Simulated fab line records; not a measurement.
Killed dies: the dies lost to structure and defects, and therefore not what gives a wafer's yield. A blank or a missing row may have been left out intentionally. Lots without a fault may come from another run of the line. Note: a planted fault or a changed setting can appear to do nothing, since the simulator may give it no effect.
The tool behind it: which one? || flow sfq-line || Sampling: 15 lots, 43 wafers, 3 of 325 route steps

## WHAT EACH GAUGE READ, for each wafer
SFQ_M8_RS_MEAS_949: measures by four-point-probe.
{"lot": "L722", "measured": "day 70 03:29", "on": "film-metro-02", "M8_AU_RS (ohm/sq)": "0.1561 0.1543 0.1542"}
{"lot": "L724", "measured": "day 70 13:04", "on": "film-metro-01", "M8_AU_RS (ohm/sq)": "0.1586 0.1549 0.1526"}
{"lot": "L725", "measured": "day 70 17:52", "on": "film-metro-04", "M8_AU_RS (ohm/sq)": "0.1547 0.1538 0.1552"}
{"lot": "L726", "measured": "day 71 12:37", "on": "film-metro-04", "M8_AU_RS (ohm/sq)": "0.1554 0.1576 0.1569"}
{"lot": "L731", "measured": "day 72 05:25", "on": "film-metro-02", "M8_AU_RS (ohm/sq)": "0.1463 0.1552"}
{"lot": "L733", "measured": "day 72 23:31", "on": "film-metro-02", "M8_AU_RS (ohm/sq)": "0.1447 0.1519"}
{"lot": "L735", "measured": "day 73 05:36", "on": "film-metro-04", "M8_AU_RS (ohm/sq)": "0.1555 0.1461 0.1551"}
{"lot": "L736", "measured": "day 73 09:07", "on": "film-metro-02", "M8_AU_RS (ohm/sq)": "0.1537 0.1578 0.1532"}
{"lot": "L738", "measured": "day 73 23:58", "on": "film-metro-01", "M8_AU_RS (ohm/sq)": "0.1531 0.1513 0.1563"}
{"lot": "L740", "measured": "day 76 19:37", "on": "film-metro-02", "M8_AU_RS (ohm/sq)": "0.1556 0.1531 0.1576"}
{"lot": "L741", "measured": "day 77 05:20", "on": "film-metro-02", "M8_AU_RS (ohm/sq)": "0.1553 0.1544 0.1533"}
{"lot": "L742", "measured": "day 77 10:10", "on": "film-metro-02", "M8_AU_RS (ohm/sq)": "0.1529 0.1546 0.1547"}
{"lot": "L743", "measured": "day 77 11:20", "on": "film-metro-02", "M8_AU_RS (ohm/sq)": "0.1567 0.1570 0.1575"}
{"lot": "L744", "measured": "day 77 12:36", "on": "film-metro-01", "M8_AU_RS (ohm/sq)": "0.1505 0.1501 0.1524"}
{"lot": "L745", "measured": "day 77 17:22", "on": "film-metro-04", "M8_AU_RS (ohm/sq)": "0.1547 0.1547 0.1535"}

SFQ_M8_THK_MEAS_950: measures by xrf.
{"lot": "L722", "measured": "day 70 03:35", "on": "film-metro-02", "M8_AU_THK (nm)": "174.3 175.8 176.0"}
{"lot": "L724", "measured": "day 70 13:11", "on": "film-metro-01", "M8_AU_THK (nm)": "170.5 175.3 176.6"}
{"lot": "L725", "measured": "day 70 17:59", "on": "film-metro-04", "M8_AU_THK (nm)": "177.0 176.9 176.5"}
{"lot": "L726", "measured": "day 71 12:44", "on": "film-metro-04", "M8_AU_THK (nm)": "176.4 172.8 173.7"}
{"lot": "L731", "measured": "day 72 05:32", "on": "film-metro-02", "M8_AU_THK (nm)": "185.3 174.3"}
{"lot": "L733", "measured": "day 72 23:38", "on": "film-metro-02", "M8_AU_THK (nm)": "186.8 177.9"}
{"lot": "L735", "measured": "day 73 05:43", "on": "film-metro-04", "M8_AU_THK (nm)": "175.2 186.6 176.1"}
{"lot": "L736", "measured": "day 73 09:14", "on": "film-metro-02", "M8_AU_THK (nm)": "176.3 172.1 177.5"}
{"lot": "L738", "measured": "day 74 00:05", "on": "film-metro-01", "M8_AU_THK (nm)": "176.6 178.7 172.8"}
{"lot": "L740", "measured": "day 76 19:44", "on": "film-metro-02", "M8_AU_THK (nm)": "173.6 176.2 172.7"}
{"lot": "L741", "measured": "day 77 05:28", "on": "film-metro-02", "M8_AU_THK (nm)": "174.7 175.8 177.1"}
{"lot": "L742", "measured": "day 77 10:16", "on": "film-metro-02", "M8_AU_THK (nm)": "177.1 175.8 176.5"}
{"lot": "L743", "measured": "day 77 11:28", "on": "film-metro-02", "M8_AU_THK (nm)": "173.3 173.3 172.4"}
{"lot": "L744", "measured": "day 77 12:41", "on": "film-metro-01", "M8_AU_THK (nm)": "179.7 180.7 176.7"}
{"lot": "L745", "measured": "day 77 17:28", "on": "film-metro-04", "M8_AU_THK (nm)": "175.9 176.5 177.6"}

## WHICH TOOL RAN EACH LOT (tool, then ch and the chambers of the sampled wafers, then the start)
{"lot": "L722", "SFQ_TRILAYER_M8_DEP_EVAP_196": "pvd-sputter-01, day 70 02:56"}
{"lot": "L724", "SFQ_TRILAYER_M8_DEP_EVAP_196": "pvd-sputter-01, day 70 12:32"}
{"lot": "L725", "SFQ_TRILAYER_M8_DEP_EVAP_196": "pvd-sputter-02, day 70 17:20"}
{"lot": "L726", "SFQ_TRILAYER_M8_DEP_EVAP_196": "pvd-sputter-01, day 71 12:05"}
{"lot": "L731", "SFQ_TRILAYER_M8_DEP_EVAP_196": "pvd-sputter-02, day 72 04:53"}
{"lot": "L733", "SFQ_TRILAYER_M8_DEP_EVAP_196": "pvd-sputter-02, day 72 22:59"}
{"lot": "L735", "SFQ_TRILAYER_M8_DEP_EVAP_196": "pvd-sputter-02, day 73 05:04"}
{"lot": "L736", "SFQ_TRILAYER_M8_DEP_EVAP_196": "pvd-sputter-01, day 73 08:35"}
{"lot": "L738", "SFQ_TRILAYER_M8_DEP_EVAP_196": "pvd-sputter-01, day 73 23:26"}
{"lot": "L740", "SFQ_TRILAYER_M8_DEP_EVAP_196": "pvd-sputter-01, day 76 19:06"}
{"lot": "L741", "SFQ_TRILAYER_M8_DEP_EVAP_196": "pvd-sputter-02, day 77 04:49"}
{"lot": "L742", "SFQ_TRILAYER_M8_DEP_EVAP_196": "pvd-sputter-01, day 77 09:37"}
{"lot": "L743", "SFQ_TRILAYER_M8_DEP_EVAP_196": "pvd-sputter-02, day 77 10:49"}
{"lot": "L744", "SFQ_TRILAYER_M8_DEP_EVAP_196": "pvd-sputter-01, day 77 12:01"}
{"lot": "L745", "SFQ_TRILAYER_M8_DEP_EVAP_196": "pvd-sputter-02, day 77 16:49"}
- SFQ_TRILAYER_M8_DEP_EVAP_196: material Au, target thk 180 nm, time 900 s.

## WHAT THE TOOLS THEMSELVES READ (means of the sampled wafers that have a number; where no wafer has one, the mark that the record gives instead)
The record holds no such reading with a usual standard deviation.

## THE ANSWER, worked out from the rows above alone
Rule: usual is defined by the lots themselves. The widest of any qualifying gaps counts: lots, ordered by their means at a reading, are off when they make up no more than a third of the lots, leave a main group of 4 or more, and stand apart from it by 3 or more times the standard deviation of that group's means. Not used: any main group whose means are identical at the precision the tables above print for the reading. Also off: a lot with no number at a reading for which 4 or more lots have one. The other lots that the step has rows for count as sound. First the gauges in route order, then the tools' own readings, where a lot's mean is used as printed above. At the first step where some lot is off, the reading lying furthest off is the one used; lots without a number count as furthest.
No lot is off on any of the readings shown, so nothing can be concluded from this.

## WHAT THE SIMULATOR PUT IN
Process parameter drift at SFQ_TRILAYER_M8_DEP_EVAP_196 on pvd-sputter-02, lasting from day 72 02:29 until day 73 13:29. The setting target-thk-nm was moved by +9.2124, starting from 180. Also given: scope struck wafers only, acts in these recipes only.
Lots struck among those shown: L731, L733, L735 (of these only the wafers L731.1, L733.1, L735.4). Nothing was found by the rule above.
